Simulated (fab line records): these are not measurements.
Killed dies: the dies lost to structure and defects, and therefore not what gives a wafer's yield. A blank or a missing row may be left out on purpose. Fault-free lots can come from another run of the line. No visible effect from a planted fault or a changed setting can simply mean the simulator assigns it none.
Problem report in the 8D (eight disciplines) form, filled by code || flow sfq line || the parts of the form that need people (team, actions taken, sign-off) are left out

## 1. THE ISSUE
run length s at SFQ_TRILAYER_M4_BARC_OPEN_METAL_ETCH_123 reads a mean of 75.1 s on 2 wafers of 2 lots; wafers without a fault read 70.0 s with a standard deviation of 0.38. That puts it +13 standard deviations away from the usual mean.
The step: etches BARC in O2, target depth 125 nm, time 41.7 s.
Earliest sighting: wafer L202.3 on rie metal-04 at day 53 17:50. Wafers with a number at this step in the record: 18, from 6 lots. Rule for "out" (also "out of limits"): further than 4 standard deviations from the usual mean. The other wafers with a number count as sound.

## 2. WHAT THIS IS AND IS NOT
{"question": "which readings at this step", "is": "run length s, oes product au", "is not": "drypump motor current A"}
{"question": "which lots", "is": "L202, L203", "is not": "L213, L216, L217, L218"}
{"question": "which wafers of those lots", "is": "L202.3, L203.2", "is not": "L202.4, L202.5, L203.4, L203.6"}
{"question": "read on which tools", "is": "rie metal-04", "is not": "rie metal-01, rie metal-02"}
{"question": "when", "is": "from day 53 17:50", "is not": "up to then (2 sound wafers); but 14 sound wafers of L203, L213, L216, L217, L218 came after"}

## 3. THE SUSPECTS, EACH WITH WHAT RULES IT OUT
Counting: any tool at a process step up to the reading remains a suspect provided it ran every lot that is out. Sound lots after the first of them don't rule it out here, since some wafers of a struck lot are sound.
- pvd sputter-06 at SFQ_TRILAYER_M4_DEP_SPUTTER_091 (material Nb, target thk 200 nm, time 133.3 s): kept. It ran every lot that is out, first L202 (day 50 16:06).
- rie metal-04 at SFQ_TRILAYER_M4_BARC_OPEN_METAL_ETCH_123 (etches BARC in O2, target depth 125 nm, time 41.7 s): kept. It ran every lot that is out, first L202 (day 53 17:50). Its own readings are out on those wafers: oes product au, run length s.
What counting leaves: pvd sputter-06 at SFQ_TRILAYER_M4_DEP_SPUTTER_091 and rie metal-04 at SFQ_TRILAYER_M4_BARC_OPEN_METAL_ETCH_123.

## 4. THE CAUSE (what the simulator had put in)
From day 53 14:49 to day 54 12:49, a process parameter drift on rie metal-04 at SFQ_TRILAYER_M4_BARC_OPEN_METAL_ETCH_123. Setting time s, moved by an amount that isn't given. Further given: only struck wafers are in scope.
After counting, 2 suspects remain, this tool included.

## 5. THE EFFECT CHAIN, in route order
Rows list readings where the struck wafers' mean (over those with a number) sits beyond 3 standard deviations from the usual. Readings are gone through only where the record gives a usual standard deviation; hours: the median, over the lots, of the time from a lot's start at the first step in this table giving one to that lot's start at this step; sigmas: the change measured in usual standard deviations.
{"hours": 0, "step": "SFQ_TRILAYER_M4_BARC_OPEN_METAL_ETCH_123", "reading": "oes product au", "usual": "0.685 a.u.", "on struck wafers": 0.652, "change": -0.033, "sigmas": -7.0}
{"hours": 0, "step": "SFQ_TRILAYER_M4_BARC_OPEN_METAL_ETCH_123", "reading": "run length s", "usual": "70.0 s", "on struck wafers": 75.1, "change": "+5.1", "sigmas": "+13"}
The process steps in it:
- SFQ_TRILAYER_M4_BARC_OPEN_METAL_ETCH_123: etches BARC in O2, target depth 125 nm, time 41.7 s.

## 6. HOW IT WOULD HAVE BEEN CAUGHT EARLIER
3 hours passed between the start of the fault at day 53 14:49 and the first reading out of limits in this record, taken at day 53 17:50.
